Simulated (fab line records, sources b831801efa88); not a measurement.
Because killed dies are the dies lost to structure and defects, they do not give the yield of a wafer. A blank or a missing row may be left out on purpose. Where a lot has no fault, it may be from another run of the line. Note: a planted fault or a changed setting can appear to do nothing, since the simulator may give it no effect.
fab line records ; flow sky130 ; part 2 of 2: steps 32 to 43 of 43
record lots=5; wafers=15; last_day=49
route steps=708 shown VT_ADJUST_LVTN@105 VT_ADJUST_NCORE@119 VT_ADJUST_HVTR@131 VT_ADJUST_PCH@143
lots untouched by any fault: they come from a run of this same line in which no faults occurred
start_h: the number of hours between the record's first day and the start of the first shown wafer of the lot ; wait_h: hours since the lot's step before ; " same as the row above ; L1.1+2: a single row standing in for several wafers ; - no value, or no start given ; * or withheld: withheld ; < > ~ a bound
route shown NAME@n: a module of which the file shows steps, and the number in the route of the first ; usual: mean and standard deviation over wafers with no fault ; same: alike in all rows ; chamber/n: place in a boat ; sites: each site's reading ; _std_site: standard deviation across them ; _edge_site: the outer-site mean with the inner-site mean subtracted ; radius_mm: how far each site lies from the wafer's centre ; mask NAME#n: copy n ; behind: the tool/chamber that last shaped the wafer ; hold: the reason the lot was held/the length of the hold in hours/how it ended ; device: whichever transistor did not switch (one of n, p or np) ; end of line: tests of these same wafers at the route's end ; a step with no rows: only its recipe ; killed: count of dies lost to structure and defects at first sort (not the wafer's yield) ; map: the dies of a wafer, with x for killed, . for not killed, _ for no die there
set.NAME: the setting the step ran with; set.NAME@STEP: the setting that earlier step ran with ; model.NAME: the simulator's own value behind a step, which no gauge read
lots at selected steps of the route; one table per step, one row per wafer
services: the hour from which a tool's chamber was out of use, counted from the record's first day as start_h (under 0 if before that day), plus the number of hours and why
## steps
# step SKY_VT_ADJUST_HVTR_PEB_05
# recipe temp_c=withheld; time_s=*; resist=NOVOLAK
lot.wafer;tool;chamber;start_h;wait_h
L081.3+5+6;litho_track-02;0;-;-
L085.2+3+4;litho_track-03;0;-;-
L092.2+3+4;litho_track-02;0;-;-
L093.3+4+6;litho_track-04;0;-;-
L095.1+4+6;litho_track-03;0;-;-
# step SKY_VT_ADJUST_HVTR_DEVELOP_06
# recipe develop_time_s=60; dev_temp_c=23
# usual developer_temp_C=23.01/0.12
lot.wafer;tool;chamber;start_h;wait_h;developer_temp_C
L081.3;litho_track-02;0;254.52;0.1;22.92
L081.5;litho_track-02;0;254.52;0.1;22.98
L081.6;litho_track-02;0;254.52;0.1;22.97
L085.2;litho_track-03;0;288.39;0.1;22.92
L085.3;litho_track-03;0;288.39;0.1;23.01
L085.4;litho_track-03;0;288.39;0.1;22.78
L092.2;litho_track-02;0;331.24;0.1;22.82
L092.3;litho_track-02;0;331.24;0.1;22.98
L092.4;litho_track-02;0;331.24;0.1;22.97
L093.3;litho_track-04;0;343.28;0.1;22.93
L093.4;litho_track-04;0;343.28;0.1;22.95
L093.6;litho_track-04;0;343.28;0.1;22.97
L095.1;litho_track-03;0;355.91;0.1;22.98
L095.4;litho_track-03;0;355.91;0.1;23.06
L095.6;litho_track-03;0;355.91;0.1;22.96
# step SKY_VT_ADJUST_HVTR_CD_MEAS_07
# recipe target_cd_nm=380
# usual cd_nm=379.9/2.3
lot.wafer;tool;chamber;start_h;wait_h;cd_nm
L081.3;cd_sem-02;-;254.66;0.1;377.8
L081.5;cd_sem-02;-;254.66;0.1;377.7
L081.6;cd_sem-02;-;254.66;0.1;377.4
L085.2;cd_sem-01;-;288.68;0.3;377.9
L085.3;cd_sem-01;-;288.68;0.3;378.3
L085.4;cd_sem-01;-;288.68;0.3;376.8
L092.2;cd_sem-02;-;331.39;0.1;381.2
L092.3;cd_sem-02;-;331.39;0.1;380.0
L092.4;cd_sem-02;-;331.39;0.1;381.4
L093.3;cd_sem-01;-;343.42;0.1;379.8
L093.4;cd_sem-01;-;343.42;0.1;378.9
L093.6;cd_sem-01;-;343.42;0.1;379.8
L095.1;cd_sem-02;-;356.06;0.1;382.6
L095.4;cd_sem-02;-;356.06;0.1;383.2
L095.6;cd_sem-02;-;356.06;0.1;383.0
# step SKY_VT_ADJUST_HVTR_OVL_MEAS_08
# usual VT_ADJUST_HVTR_OVL=-1.4/1.6
lot.wafer;tool;chamber;start_h;wait_h;VT_ADJUST_HVTR_OVL[nm]
L081.3;overlay-01;-;254.75;0.1;1.0
L081.5;overlay-01;-;254.75;0.1;-0.2
L081.6;overlay-01;-;254.75;0.1;0.8
L085.2;overlay-01;-;288.78;0.1;-1.3
L085.3;overlay-01;-;288.78;0.1;-1.0
L085.4;overlay-01;-;288.78;0.1;-3.4
L092.2;overlay-02;-;331.49;0.1;-3.2
L092.3;overlay-02;-;331.49;0.1;-2.5
L092.4;overlay-02;-;331.49;0.1;-2.7
L093.3;overlay-02;-;343.51;0.1;-2.2
L093.4;overlay-02;-;343.51;0.1;-2.5
L093.6;overlay-02;-;343.51;0.1;-0.6
L095.1;overlay-01;-;356.18;0.1;1.6
L095.4;overlay-01;-;356.18;0.1;-0.1
L095.6;overlay-01;-;356.18;0.1;0.9
# step SKY_VT_ADJUST_HVTR_IMPLANT_09
# recipe species=B; energy_kev=10; dose_cm2=2.1e+12; tilt_deg=withheld
lot.wafer;tool;chamber;start_h;wait_h
L081.3+5+6;implanter-03;0;254.82;0.1
L085.2+3+4;implanter-01;0;288.84;0.0
L092.2+3+4;implanter-04;0;331.55;0.0
L093.3+4+6;implanter-01;0;343.58;0.1
L095.1+4+6;implanter-01;0;356.22;0.0
# step SKY_VT_ADJUST_HVTR_STRIP_10
# recipe chemistry=O2/N2; power_w=1400; pressure_mtorr=1500; platen_temp_c=withheld; o2_flow_sccm=3000; n2_flow_sccm=300; overash_fraction=0.5
# usual drypump_motor_current_A=5.5/0.51; oes_product_au=0.716/0.0045; strip_time_to_endpoint_s=14.19/0.036
lot.wafer;tool;chamber;start_h;wait_h;drypump_motor_current_A;oes_product_au;rf_hours_counter_h;strip_time_to_endpoint_s
L081.3;plasma_asher-02;0;254.96;0.1;5.5;0.720;-;14.15
L081.5;plasma_asher-02;1;254.96;0.1;6.7;0.716;-;14.15
L081.6;plasma_asher-02;0;254.96;0.1;5.5;0.718;-;14.08
L085.2;plasma_asher-03;0;288.96;0.1;5.1;0.715;61;14.18
L085.3;plasma_asher-03;1;288.96;0.1;5.5;0.719;-;14.15
L085.4;plasma_asher-03;0;288.96;0.1;5.1;0.718;-;14.13
L092.2;plasma_asher-03;1;331.67;0.1;5.5;0.717;66;14.20
L092.3;plasma_asher-03;0;331.67;0.1;5.1;0.718;-;14.17
L092.4;plasma_asher-03;1;331.67;0.1;5.5;0.717;-;14.22
L093.3;plasma_asher-01;0;343.72;0.1;5.4;0.719;-;14.21
L093.4;plasma_asher-01;1;343.72;0.1;5.0;0.710;-;14.23
L093.6;plasma_asher-01;1;343.72;0.1;5.0;0.716;-;14.19
L095.1;plasma_asher-02;1;356.37;0.1;6.7;0.722;66;14.17
L095.4;plasma_asher-02;1;356.37;0.1;6.7;0.715;-;14.18
L095.6;plasma_asher-02;0;356.37;0.1;5.5;0.721;-;14.17
# step SKY_VT_ADJUST_HVTR_TW_MEAS_11
# usual VT_ADJUST_HVTR_TW=208.6/1.8
lot.wafer;tool;chamber;start_h;wait_h;VT_ADJUST_HVTR_TW
L081.3;film_metro-02;-;255.04;0.1;208.3
L081.5;film_metro-02;-;255.04;0.1;207.5
L081.6;film_metro-02;-;255.04;0.1;207.9
L085.2;film_metro-02;-;289.07;0.1;209.5
L085.3;film_metro-02;-;289.07;0.1;209.6
L085.4;film_metro-02;-;289.07;0.1;208.1
L092.2;film_metro-02;-;331.78;0.1;208.8
L092.3;film_metro-02;-;331.78;0.1;208.4
L092.4;film_metro-02;-;331.78;0.1;209.4
L093.3;film_metro-04;-;343.80;0.1;209.7
L093.4;film_metro-04;-;343.80;0.1;210.4
L093.6;film_metro-04;-;343.80;0.1;209.1
L095.1;film_metro-04;-;356.47;0.1;210.6
L095.4;film_metro-04;-;356.47;0.1;210.0
L095.6;film_metro-04;-;356.47;0.1;210.5
# step SKY_VT_ADJUST_PCH_DEHYDRATE_00
# recipe temp_c=200; time_s=60
lot.wafer;tool;chamber;start_h;wait_h
L081.3+5+6;litho_track-04;0;266.03;11.0
L085.2+3+4;litho_track-01;0;301.13;12.0
L092.2+3+4;litho_track-01;0;344.23;12.4
L093.3+4+6;litho_track-03;0;357.06;13.3
L095.1+4+6;litho_track-03;0;369.76;13.3
# step SKY_VT_ADJUST_PCH_HMDS_01
# recipe prime_time_s=60; prime_temp_c=120
lot.wafer;tool;chamber;start_h;wait_h
L081.3+5+6;litho_track-04;0;266.18;0.1
L085.2+3+4;litho_track-01;0;301.28;0.1
L092.2+3+4;litho_track-01;0;344.38;0.1
L093.3+4+6;litho_track-03;0;357.21;0.1
L095.1+4+6;litho_track-03;0;369.91;0.1
# step SKY_VT_ADJUST_PCH_COAT_02
# recipe spin_rpm=2000; resist_thk_nm=3000
lot.wafer;tool;chamber;start_h;wait_h
L081.3+5+6;litho_track-04;0;266.33;0.1
L085.2+3+4;litho_track-01;0;301.43;0.1
L092.2+3+4;litho_track-01;0;344.53;0.1
L093.3+4+6;litho_track-03;0;357.36;0.1
L095.1+4+6;litho_track-03;0;370.06;0.1
# step SKY_VT_ADJUST_PCH_SOFTBAKE_03
# recipe temp_c=110; time_s=withheld
lot.wafer;tool;chamber;start_h;wait_h
L081.3+5+6;litho_track-04;0;266.49;0.1
L085.2+3+4;litho_track-01;0;301.59;0.1
L092.2+3+4;litho_track-01;0;344.69;0.1
L093.3+4+6;litho_track-03;0;357.53;0.1
L095.1+4+6;litho_track-03;0;370.21;0.1
# step SKY_VT_ADJUST_PCH_EXPOSE_04
# recipe mask_id=NWM; na=0.6; source_shape=conventional; sigma_outer=0.6; polarization=unpolarized; target_cd_nm=840; dose_mj=255
# usual stage_vel_mm_s=499.97/0.26
lot.wafer;tool;chamber;start_h;wait_h;mask;stage_vel_mm_s
L081.3;iline_stepper-02;0;-;-;NWM#0;500.39
L081.5;iline_stepper-02;0;-;-;NWM#0;500.06
L081.6;iline_stepper-02;0;-;-;NWM#0;500.09
L085.2;iline_stepper-01;0;-;-;NWM#0;499.92
L085.3;iline_stepper-01;0;-;-;NWM#0;499.89
L085.4;iline_stepper-01;0;-;-;NWM#0;499.90
L092.2;iline_stepper-02;0;-;-;NWM#0;499.93
L092.3;iline_stepper-02;0;-;-;NWM#0;499.88
L092.4;iline_stepper-02;0;-;-;NWM#0;499.98
L093.3;iline_stepper-02;0;-;-;NWM#0;499.58
L093.4;iline_stepper-02;0;-;-;NWM#0;499.62
L093.6;iline_stepper-02;0;-;-;NWM#0;499.12
L095.1;iline_stepper-02;0;-;-;NWM#0;499.89
L095.4;iline_stepper-02;0;-;-;NWM#0;500.00
L095.6;iline_stepper-02;0;-;-;NWM#0;500.26
## services
tool;chamber;start_h;hours;kind
plasma_asher-03;-;168.11;0.9;repair
implanter-02;-;169.92;1.7;repair
plasma_asher-04;-;177.69;2.6;repair
implanter-01;-;194.71;5.2;repair
implanter-01;-;195.79;10.5;repair
implanter-03;-;210.03;4.1;pm
iline_stepper-01;-;217.32;3.3;repair
implanter-01;-;222.67;6.6;repair
implanter-02;-;253.59;0.7;repair
plasma_asher-02;-;256.13;7.1;repair
litho_track-02;-;257.01;-;consumable_replace:filter
iline_stepper-02;-;282.93;1.7;pm
plasma_asher-03;-;284.00;3.3;repair
implanter-01;-;291.57;3.8;pm
implanter-02;-;296.85;6.0;repair
plasma_asher-04;-;306.27;1.4;repair
implanter-03;-;312.65;4.2;repair
implanter-03;-;325.01;34.3;pm
plasma_asher-01;-;327.62;1.0;repair
plasma_asher-03;-;334.06;2.8;pm
iline_stepper-01;-;351.49;1.7;pm
litho_track-01;-;353.89;-;consumable_replace:filter
implanter-03;-;364.56;18.9;pm
implanter-04;-;369.08;17.1;repair
